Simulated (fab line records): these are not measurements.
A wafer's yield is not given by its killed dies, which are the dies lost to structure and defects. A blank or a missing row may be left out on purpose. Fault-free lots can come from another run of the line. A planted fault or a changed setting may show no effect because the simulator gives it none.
A struck lot beside a sound one + flow sfqLine + 14 out of 325 route steps
Sound: these wafers, L500.3, L500.4, L500.5. Struck: wafers L509.2, L509.5. At the end, the cause is stated.
At each step with rows: each side's tool, then ch and its chambers, then its first start. Under that, the readings that differ: sound wafers + struck wafers + difference of the means + sigmas: that difference in standard deviations of wafers without a fault.
alike: readings whose means differ by less than 2 such deviations, and words and numbers that are the same on both sides. not compared: withheld readings, readings that some wafer has no value for, bounds like >300 that may hide the same value, and numbers for which the record gives no deviation and whose values overlap.
The two part at a step that has a row with sigmas, a row that says differs or no value, or rows on one side only. Numbers that don't overlap but have no deviation are shown without sigmas and don't part them. Lack of a reading on every wafer of one side parts them only where that side has two or more wafers.

SFQ_I5_OVL_MEAS_936:
  sound on overlay-01 at day 66 11:32; struck on overlay-02 at day 68 18:51
  alike: I5_OVL
SFQ_TRILAYER_I5_BARC_OPEN_VIA_ETCH_200: etches BARC in O2, target depth 125 nm, time 41.7 s.
  sound on rieDiel-03 ch 0,2, day 66 11:34; struck on rieDiel-03 ch 1, day 68 18:53
| reading                  | sound          | struck    | difference | sigmas |
|--------------------------|----------------|-----------|------------|--------|
| drypumpMotorCurrentA (A) | 6.24 5.96 6.23 | 5.53 5.55 | -0.60      | -3     |
  alike: oesProductAu, rfFwdPowerW, runLengthS
  not compared: rfHoursCounterH
SFQ_TRILAYER_I5_ETCH_VIA_ETCH_147: etches the open film in CHF3, stops on Nb, target depth 360 nm.
  sound on rieDiel-03 ch 0,2, day 66 11:36; struck on rieDiel-03 ch 1, day 68 18:55
| reading                  | sound          | struck    | difference | sigmas |
|--------------------------|----------------|-----------|------------|--------|
| drypumpMotorCurrentA (A) | 6.22 5.91 6.22 | 5.56 5.58 | -0.55      | -2     |
  alike: oesProductAu, rfFwdPowerW
SFQ_TRILAYER_I5_STRIP_STRIP_148: strips in O2.
  sound on rieMetal-01 ch 0,1, day 66 11:57; struck on rieMetal-02 ch 0, day 68 19:04
  alike: drypumpMotorCurrentA, heBacksideLeakSccm, oesProductAu
  not compared: rfHoursCounterH
then, 7 steps without rows for these wafers: SFQ_TRILAYER_I5_STRIP_SOLV_CLEAN_149 (cleans in NMP, time 600 s); SFQ_TRILAYER_C5_LITHO_COAT_156 (resist thk 62 nm); SFQ_TRILAYER_C5_LITHO_COAT_151 (resist thk 656.7 nm); SFQ_TRILAYER_C5_LITHO_SOFTBAKE_155; SFQ_TRILAYER_C5_LITHO_EXPOSE_152 (exposes mask C5, target cd 500 nm); SFQ_TRILAYER_C5_LITHO_PEB_154 (peb time 60 s); SFQ_TRILAYER_C5_LITHO_DEVELOP_153 (time 60 s).
-- the record jumps here: 3 days lie between the struck wafers' starts before and after --
SFQ_C5_OVL_MEAS_937:
  sound on overlay-02 at day 66 14:47; struck on overlay-02 at day 72 05:06
| reading     | sound    | struck | difference | sigmas |
|-------------|----------|--------|------------|--------|
| C5_OVL (nm) | 15 10 10 | -3 -9  | -18        | -3     |
SFQ_TRILAYER_C5_BARC_OPEN_VIA_ETCH_210: etches BARC in O2, target depth 125 nm, time 41.7 s.
  sound on rieDiel-02 ch 1,2,3, day 66 14:49; struck on rieDiel-03 ch 3, day 72 05:08
| reading             | sound             | struck      | difference | sigmas |
|---------------------|-------------------|-------------|------------|--------|
| oesProductAu (a.u.) | 0.680 0.683 0.682 | 0.667 0.671 | -0.013     | -3     |
| rfFwdPowerW (W)     | 497.3 491.8 495.5 | 489.0 492.1 | -4.3       | -2     |
| runLengthS (s)      | 69.7 70.7 70.3    | 72.2 72.0   | +1.9       | +5     |
  alike: drypumpMotorCurrentA
  not compared: rfHoursCounterH
SFQ_TRILAYER_C5_ETCH_VIA_ETCH_154: etches SiO2 in CHF3, stops on Nb, target depth 84 nm.
  sound on rieDiel-02 ch 1,2,3, day 66 14:51; struck on rieDiel-03 ch 3, day 72 05:10
  alike: drypumpMotorCurrentA, oesProductAu, rfFwdPowerW

== WHERE THEY PART ==
First at SFQ_TRILAYER_I5_BARC_OPEN_VIA_ETCH_200; last, within this record, at SFQ_TRILAYER_C5_BARC_OPEN_VIA_ETCH_210. Later steps at which nothing parts them and some readings are alike: SFQ_TRILAYER_C5_ETCH_VIA_ETCH_154.

WHY: the cause the simulator had injected
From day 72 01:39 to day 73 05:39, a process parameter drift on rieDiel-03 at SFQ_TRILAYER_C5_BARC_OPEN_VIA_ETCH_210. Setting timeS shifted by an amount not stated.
